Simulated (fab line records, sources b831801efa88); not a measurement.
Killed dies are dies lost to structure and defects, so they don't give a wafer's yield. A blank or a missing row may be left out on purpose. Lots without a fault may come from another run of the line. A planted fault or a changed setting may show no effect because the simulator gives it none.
Which tool did it? | flow gf180mcu | 12 lots, 36 wafers sampled, at 6 steps of a route of 602

WHAT THE GAUGES READ, wafer by wafer
GF_STI_THK_MEAS_04. Usual: STI_CVD_03_THK 207.2 nm, standard deviation 2.
lot  | measured    | on            | STI_CVD_03_THK (nm) | flag
L589 | day 1 13:40 | film_metro-01 | 204.7 203.8 204.4   |
L590 | day 1 19:24 | film_metro-01 | 207.9 208.5 207.0   |
L591 | day 2 00:53 | film_metro-03 | 203.9 202.9 202.4   |
L592 | day 2 06:10 | film_metro-03 | 209.7 209.0 210.1   |
L598 | day 3 10:34 | film_metro-02 | 208.4 209.3 207.3   |
L600 | day 3 21:35 | film_metro-02 | 176.7 178.7 179.7   | OFF
L601 | day 4 01:59 | film_metro-01 | 181.9 181.0 182.4   | OFF
L602 | day 4 06:34 | film_metro-03 | 204.5 204.3 204.5   |
L603 | day 4 12:08 | film_metro-02 | 206.3 205.3 204.3   |
L604 | day 4 16:34 | film_metro-02 | 206.8 209.2 207.5   |
L606 | day 5 02:43 | film_metro-03 | 208.0 206.1 206.1   |
L609 | day 5 17:34 | film_metro-01 | 205.9 207.0 207.9   |

GF_STI_THK_MEAS_22. Usual: STI_OXIDATION_01_THK 15.18 nm, standard deviation 0.25.
lot  | measured    | on            | STI_OXIDATION_01_THK (nm) | flag
L589 | day 2 02:44 | film_metro-02 | 15.39 15.40 15.61         |
L590 | day 2 08:59 | film_metro-02 | 15.36 15.20 15.51         |
L591 | day 2 13:44 | film_metro-03 | 15.18 15.10 14.95         |
L592 | day 2 19:23 | film_metro-02 | 15.15 14.86 14.93         |
L598 | day 4 01:35 | film_metro-03 | 15.07 14.90 14.97         |
L600 | day 4 12:53 | film_metro-01 | 15.12 15.38 15.17         |
L601 | day 4 17:02 | film_metro-02 | 14.78 14.71 14.75         |
L602 | day 5 00:19 | film_metro-02 | 15.22 15.13 15.31         |
L603 | day 5 04:17 | film_metro-01 | 15.58 15.52 15.53         |
L604 | day 5 07:59 | film_metro-02 | 15.34 15.21 15.18         |
L606 | day 5 18:20 | film_metro-02 | 14.67 14.65 14.83         |
L609 | day 6 10:40 | film_metro-03 | 15.39 15.34 15.40         |

GF_LVPWELL_TW_MEAS_11. Usual: LVPWELL_TW 561, standard deviation 7.7.
lot  | measured    | on            | LVPWELL_TW  | flag
L589 | day 3 19:55 | film_metro-01 | 567 568 563 |
L590 | day 4 02:19 | film_metro-04 | 551 552 548 |
L591 | day 4 07:40 | film_metro-01 | 570 567 569 |
L592 | day 4 14:59 | film_metro-01 | 567 568 568 |
L598 | day 5 23:52 | film_metro-02 | 559 564 560 |
L600 | day 6 13:15 | film_metro-01 | 569 569 567 |
L601 | day 6 18:09 | film_metro-01 | 567 571 569 |
L602 | day 7 01:42 | film_metro-01 | 566 565 567 |
L603 | day 7 05:14 | film_metro-04 | 549 551 554 |
L604 | day 7 08:56 | film_metro-04 | 554 553 551 |
L606 | day 7 20:18 | film_metro-04 | 550 550 553 |
L609 | day 8 13:13 | film_metro-01 | 569 568 568 |

GF_CONTACT_OVL_MEAS_15. Usual: CONTACT_OVL -2 nm, standard deviation 6.
lot  | measured     | on         | CONTACT_OVL (nm) | flag
L589 | day 15 22:54 | overlay-01 | -5 2 -13         |
L590 | day 16 16:49 | overlay-02 | -9 -3 -6         |
L591 | day 16 19:48 | overlay-02 | 0 -11 -14        |
L592 | day 17 08:19 | overlay-02 | -4 -8 -1         |
L598 | day 19 12:34 | overlay-02 | 0 -11 1          |
L600 | day 20 08:58 | overlay-01 | -13 -12 -8       |
L601 | day 20 17:38 | overlay-01 | 6 13 -6          |
L602 | day 21 05:05 | overlay-01 | -12 -7 -1        |
L603 | day 21 10:50 | overlay-01 | 11 -7 5          |
L604 | day 21 13:29 | overlay-02 | 7 3 1            |
L606 | day 22 08:56 | overlay-01 | 1 -4 -4          |
L609 | day 23 09:35 | overlay-02 | 0 -3 3           |

WHICH TOOL RAN EACH LOT (tool, then ch and the chambers of the sampled wafers, then the start)
lot  | GF_STI_CVD_03              | GF_STI_ETCH_13
L589 | lpcvd-02 ch 1, day 1 11:39 | rie_diel-03 ch 1,3, day 2 00:25
L590 | lpcvd-01 ch 1, day 1 17:23 | rie_diel-03 ch 2,3, day 2 07:04
L591 | lpcvd-02 ch 1, day 1 22:54 | rie_diel-04 ch 0,1,3, day 2 11:58
L592 | lpcvd-01 ch 0, day 2 04:10 | rie_diel-03 ch 2,3, day 2 17:37
L598 | lpcvd-01 ch 0, day 3 08:34 | rie_diel-04 ch 0,1, day 3 23:52
L600 | lpcvd-01 ch 1, day 3 18:35 | rie_diel-04 ch 0,1,2, day 4 11:08
L601 | lpcvd-01 ch 1, day 3 23:59 | rie_diel-04 ch 1,2,3, day 4 15:04
L602 | lpcvd-02 ch 0, day 4 04:34 | rie_diel-03 ch 0,2, day 4 20:49
L603 | lpcvd-02 ch 1, day 4 10:09 | rie_diel-02 ch 0,3, day 5 01:49
L604 | lpcvd-02 ch 0, day 4 14:34 | rie_diel-03 ch 0,1, day 5 06:14
L606 | lpcvd-02 ch 0, day 5 00:43 | rie_diel-03 ch 0,1,2, day 5 16:31
L609 | lpcvd-02 ch 1, day 5 15:34 | rie_diel-03 ch 0,1, day 6 08:56
- GF_STI_CVD_03: deposits Si3N4 from DCS/NH3, target thk 207.16 nm, time 3551 s.
- GF_STI_ETCH_13: etches the open film in CHF3/O2, stops on Si, target depth 282.31 nm, time 112.9 s.

WHAT THE TOOLS THEMSELVES READ (means of the sampled wafers that have a number; where no wafer has one, the mark that the record gives instead)
GF_STI_CVD_03. Usual: spike_tc_bottom_C 788.8 C, standard deviation 1.8; spike_tc_centre_C 770.0 C, standard deviation 1.5; spike_tc_lower_C 770.2 C, standard deviation 1.1; spike_tc_upper_C 770.1 C, standard deviation 2; susceptor_temp_C 770.0 C, standard deviation 0.37.
lot  | tool     | spike_tc_bottom_C (C) | spike_tc_centre_C (C) | spike_tc_lower_C (C) | spike_tc_upper_C (C) | susceptor_temp_C (C) | flag
L589 | lpcvd-02 | 788.5                 | 770.4                 | 769.4                | 767.5                | 769.6                |
L590 | lpcvd-01 | 790.4                 | 771.0                 | 769.2                | 768.1                | 770.3                |
L591 | lpcvd-02 | 789.0                 | 770.8                 | 771.0                | 767.7                | 770.2                |
L592 | lpcvd-01 | 787.9                 | 768.7                 | 770.6                | 772.5                | 770.4                |
L598 | lpcvd-01 | 787.2                 | 768.6                 | 771.7                | 771.6                | 770.2                |
L600 | lpcvd-01 | 783.1                 | 763.1                 | 762.1                | 761.6                | 762.7                | OFF
L601 | lpcvd-01 | 784.5                 | 763.7                 | 762.3                | 762.6                | 762.4                | OFF
L602 | lpcvd-02 | 788.2                 | 770.3                 | 769.8                | 770.5                | 769.7                |
L603 | lpcvd-02 | 788.1                 | 770.5                 | 770.4                | 768.7                | 770.1                |
L604 | lpcvd-02 | 787.4                 | 769.7                 | 769.7                | 769.3                | 769.9                |
L606 | lpcvd-02 | 788.5                 | 771.2                 | 769.6                | 770.6                | 770.3                |
L609 | lpcvd-02 | 788.2                 | 770.8                 | 770.5                | 767.8                | 770.1                |

GF_STI_ETCH_13. Usual: chamber_pressure_mTorr 39.99 mTorr, standard deviation 0.037; drypump_motor_current_A 5.9 A, standard deviation 0.42; oes_product_au 0.832 a.u., standard deviation 0.0064; rf_fwd_power_W 597.0 W, standard deviation 2; throttle_valve_pct 8.811 %, standard deviation 0.0084.
lot  | tool        | chamber_pressure_mTorr (mTorr) | drypump_motor_current_A (A) | oes_product_au (a.u.) | rf_fwd_power_W (W) | throttle_valve_pct (%) | flag
L589 | rie_diel-03 | 39.97                          | 5.8                         | 0.827                 | 596.3              | 8.804                  |
L590 | rie_diel-03 | 39.99                          | 5.8                         | 0.837                 | 596.5              | 8.808                  |
L591 | rie_diel-04 | 39.97                          | 5.8                         | 0.819                 | 596.3              | 8.802                  |
L592 | rie_diel-03 | 40.03                          | 6.1                         | 0.834                 | 598.8              | 8.812                  |
L598 | rie_diel-04 | 40.01                          | 5.4                         | 0.835                 | 596.5              | 8.817                  |
L600 | rie_diel-04 | 40.02                          | 5.6                         | 0.772                 | 594.6              | 8.791                  | OFF
L601 | rie_diel-04 | 39.99                          | 5.6                         | 0.777                 | 596.8              | 8.801                  | OFF
L602 | rie_diel-03 | 40.01                          | 6.1                         | 0.827                 | 599.4              | 8.805                  |
L603 | rie_diel-02 | 40.00                          | 6.2                         | 0.831                 | 596.6              | 8.804                  |
L604 | rie_diel-03 | 40.01                          | 6.0                         | 0.835                 | 596.6              | 8.814                  |
L606 | rie_diel-03 | 40.03                          | 6.3                         | 0.834                 | 596.0              | 8.807                  |
L609 | rie_diel-03 | 40.00                          | 6.0                         | 0.832                 | 594.9              | 8.810                  |

THE ANSWER, worked out from the rows above alone
Rule: a lot is off if the mean of its wafers that have a number lies more than 3 standard deviations from the usual mean. A lot without any number at a reading at which 4 lots or more have one is off too. The other lots that the step has rows for count as sound. The gauges are gone through in route order, then the tools' own readings, and for those a lot's mean is taken as printed above. The first step at which some lot is off is used, and at that step the reading that is off furthest; a lot without a number counts as furthest.
Off: L600, L601, at GF_STI_THK_MEAS_04 (STI_CVD_03_THK).
A tool fits if, at a process step before that reading, it ran every lot that is off, and no sound lot after the first of them. The gauges at GF_STI_THK_MEAS_04 aren't tried: what is off there is off at GF_STI_CVD_03 too, on other tools, and a gauge's error can't cause that. One fits: lpcvd-01 at GF_STI_CVD_03. Its last sound lot is L598 (day 3 08:34), its first lot that is off L600 (day 3 18:35): a fault that began between those two fits.
The tool's own readings at GF_STI_CVD_03 bear it out: on the lots that are off they differ by more than 5 times the standard deviation of the sound lots' means. spike_tc_bottom_C reads 783.8 C there against 788.3 C on the sound lots; spike_tc_centre_C reads 763.4 C there against 770.2 C on the sound lots; spike_tc_lower_C reads 762.2 C there against 770.2 C on the sound lots; susceptor_temp_C reads 762.5 C there against 770.1 C on the sound lots.

WHAT THE SIMULATOR HAD PUT IN
Process parameter drift: lpcvd-01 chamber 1, from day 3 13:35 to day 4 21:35, at GF_STI_CVD_03. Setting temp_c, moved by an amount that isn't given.
Lots struck among those shown: L600, L601. The rule above found the same.
